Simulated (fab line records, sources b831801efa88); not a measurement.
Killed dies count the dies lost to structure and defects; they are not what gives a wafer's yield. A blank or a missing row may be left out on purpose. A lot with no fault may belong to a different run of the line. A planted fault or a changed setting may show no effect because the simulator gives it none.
One fault seen from 2 desks	flow sky130	every desk sees just its own numbers, and what lay behind them comes last

== AT THE METROLOGY DESK ==
Lot by lot, what the gauges showed, no matter which tool ran the lot: averages of those sampled wafers that carry a number. Marked OUT: a lot whose mean sits more than 4 standard deviations from the usual mean, which makes it out of limits; the brackets give that distance.
Columns: A = CONTACT_W_RS at SKY_CONTACT_RS_MEAS_25, usual 0.338 ohm/sq; B = CONTACT_W_THK at SKY_CONTACT_THK_MEAS_26, usual 344 nm
lot	first seen here	A	B
L529	day 32 02:50	0.338	345
L533	day 33 16:55	0.338	345
L536	day 34 15:53	0.338	343
L544	day 37 13:42	0.337	342
L548	day 38 07:11	0.337	346
Result from this desk: across the 5 lots, nothing is out of limits.

== AT THE TOOL OWNER'S DESK: pvdSputter-04 ==
The tool's own readings at SKY_METAL1_SPUTTER_03 (material Ti, target thk 5 nm, time 3.3 s): means of the sampled wafers that have a number, for each lot that ran on this tool. Marked OUT: a lot whose mean sits more than 4 standard deviations from the usual mean, which makes it out of limits; the brackets give that distance.
Columns: A = cathodeDcPowerW at SKY_METAL1_SPUTTER_03, usual 3000.0 W; B = throttleValvePct at SKY_METAL1_SPUTTER_03, usual 30.0 %
lot	first seen here	A	B
L533	day 33 17:28	3000.3	30.6
L536	day 34 16:26	2955.2 (-77) OUT	30.7
L548	day 38 07:44	2999.4	30.1
This desk finds L536 out of limits, L536 being first, at day 34 16:26 (cathodeDcPowerW at SKY_METAL1_SPUTTER_03). L533, L548 stayed within limits.

== BROUGHT TOGETHER ==
An alarm could have come from the tool owner's desk at day 34 16:26, on L536.
The metrology desk saw nothing out of limits.
The metrology desk has L536 on record, within its limits.
On pvdSputter-04, each named lot ran SKY_METAL1_SPUTTER_03.

== WHAT WAS PUT IN BY THE SIMULATOR ==
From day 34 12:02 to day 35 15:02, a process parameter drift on pvdSputter-04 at SKY_METAL1_SPUTTER_03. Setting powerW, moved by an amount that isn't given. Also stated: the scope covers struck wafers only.
Lots struck among those shown: L536.
Each desk's first reading out of limits, in hours after the fault started: the tool owner's desk, 4.
